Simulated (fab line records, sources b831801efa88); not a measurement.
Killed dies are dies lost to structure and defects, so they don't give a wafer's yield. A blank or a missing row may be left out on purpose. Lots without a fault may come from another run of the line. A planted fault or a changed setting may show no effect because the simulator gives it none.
Which tool did it? | flow sky130 | 7 lots, 21 wafers sampled, at 2 steps of a route of 708

WHAT THE GAUGES READ, wafer by wafer
SKY_VT_ADJUST_HVTR_TW_MEAS_11.
lot  | measured     | on            | VT_ADJUST_HVTR_TW
L398 | day 10 09:17 | film_metro-02 | 213.2 211.7 211.8
L400 | day 11 02:25 | film_metro-02 | 214.0 213.4 214.1
L403 | day 11 21:32 | film_metro-04 | 211.9 212.2 211.8
L411 | day 14 10:25 | film_metro-02 | 213.2 214.1 214.8
L413 | day 15 01:31 | film_metro-01 | 29.4 29.7 29.7
L415 | day 15 12:01 | film_metro-01 | 210.4 209.8 210.3
L417 | day 17 04:37 | film_metro-02 | 213.0 213.5 213.7

WHICH TOOL RAN EACH LOT (tool, then ch and the chambers of the sampled wafers, then the start)
lot  | SKY_VT_ADJUST_HVTR_IMPLANT_09
L398 | implanter-03 ch 0, day 10 09:02
L400 | implanter-03 ch 0, day 11 02:10
L403 | implanter-03 ch 0, day 11 21:19
L411 | implanter-03 ch 0, day 14 10:11
L413 | implanter-03, day 15 01:16
L415 | implanter-02 ch 0, day 15 11:46
L417 | implanter-03 ch 0, day 17 04:24
- SKY_VT_ADJUST_HVTR_IMPLANT_09

THE ANSWER, worked out from the rows above alone
Rule: what is usual is taken from the lots themselves. Put in order of their means at a reading, lots are off if they are a third of the lots or fewer, leave a main group of 4 or more, and stand apart from it by a gap of 3 or more times the standard deviation of the main group's means; of several such gaps the widest counts. A main group whose means are all the same, to the digits that the tables above print for the reading, isn't used. A lot without any number at a reading at which 4 lots or more have one is off too. The other lots that the step has rows for count as sound.
Off: L413, at SKY_VT_ADJUST_HVTR_TW_MEAS_11 (VT_ADJUST_HVTR_TW). The main group: mean 212.6, standard deviation 1.3.
A tool fits if, at a process step before that reading, it ran every lot that is off, and no sound lot after the first of them. The gauges at SKY_VT_ADJUST_HVTR_TW_MEAS_11 are tried like those tools. None of those tried fits.

WHAT THE SIMULATOR HAD PUT IN
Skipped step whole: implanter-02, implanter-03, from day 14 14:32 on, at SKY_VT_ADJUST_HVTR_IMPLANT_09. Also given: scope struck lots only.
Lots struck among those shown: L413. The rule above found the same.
